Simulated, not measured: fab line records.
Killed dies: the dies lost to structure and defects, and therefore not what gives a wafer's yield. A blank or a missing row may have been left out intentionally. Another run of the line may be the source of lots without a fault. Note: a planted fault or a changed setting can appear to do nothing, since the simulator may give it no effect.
Problem report in the 8D (eight disciplines) form, filled by code :: flow sky130 :: the parts of the form that need people (team, actions taken, sign-off) are left out

== 1. WHAT IS WRONG ==
Wafers without a fault read 494.7 W, standard deviation 2.2; rf fwd power W at SKY_FIELD_ISO_ETCH_14 reads a mean of 574.5 W on 3 wafers belonging to 2 lots. That puts it +36 standard deviations away from the usual mean.
The step: etches BARC in N2/H2, stops on SiO2, time 45.9 s, target depth 60 nm.
First seen on wafer L135.6, day 4 19:12, on rie diel-02. The record holds 36 wafers of 12 lots with a number at this step. By rule, "out" or "out of limits" means more than 4 standard deviations away from the usual mean. All remaining wafers that have a number are taken as sound.

== 2. WHAT IT IS, WHAT IT ISN'T ==
question: which readings at this step
is: rf fwd power W
is not: chamber pressure mTorr, drypump motor current A, throttle valve pct

question: which lots
is: L135, L136
is not: L123, L124, L125, L126, L127, L128, L129, L130, L144, L146

question: which wafers of those lots
is: L135.6, L136.2, L136.5
is not: L135.2, L135.5, L136.1

question: read on which tools
is: rie diel-02
is not: rie diel-01, rie diel-04

question: when
is: from day 4 19:12
is not: up to then (26 sound wafers); but 7 sound wafers of L136, L144, L146 came after

== 3. THE SUSPECTS, EACH WITH WHAT RULES IT OUT ==
Counting: any tool at a process step up to the reading remains a suspect provided it ran every lot that is out. Sound lots after the first of them don't rule it out here, since some wafers of a struck lot are sound.
- rie diel-02 at SKY_FIELD_ISO_ETCH_14 (etches BARC in N2/H2, stops on SiO2, time 45.9 s, target depth 60 nm): kept. Ran every lot that is out, first one L135 (day 4 19:12); last sound lot up to then L130 (day 3 18:48). Out on those wafers are its own readings of rf fwd power W.
- In rie diel-02 at SKY_FIELD_ISO_ETCH_14, the wafers that are out were processed in chamber 1 and their sound lot-mates in chambers 0, 2.
Left after counting: rie diel-02 at SKY_FIELD_ISO_ETCH_14.

== 4. THE CAUSE (what the simulator had put in) ==
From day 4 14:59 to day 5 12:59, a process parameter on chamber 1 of rie diel-02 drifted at SKY_FIELD_ISO_ETCH_14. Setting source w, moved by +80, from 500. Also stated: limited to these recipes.
Only this tool survived the counting.

== 5. THE EFFECT CHAIN, in route order ==
Rows list readings where the struck wafers' mean (over those with a number) sits beyond 3 standard deviations from the usual. Only readings whose record carries a usual standard deviation are examined. hours: median over the lots of the time between each lot's start at the first step of this table that gives one and its start at this step. sigmas: the change, counted in usual standard deviations.
hours: 0
step: SKY_FIELD_ISO_ETCH_14
reading: rf fwd power W
usual: 494.7 W
on struck wafers: 574.5
change: +79.8
sigmas: +36
It contains these process steps:
- SKY_FIELD_ISO_ETCH_14: etches BARC in N2/H2, stops on SiO2, time 45.9 s, target depth 60 nm.

== 6. HOW IT WOULD HAVE BEEN CAUGHT EARLIER ==
First out-of-limits reading in this record: day 4 19:12, which is 4 hours after fault onset at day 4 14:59.
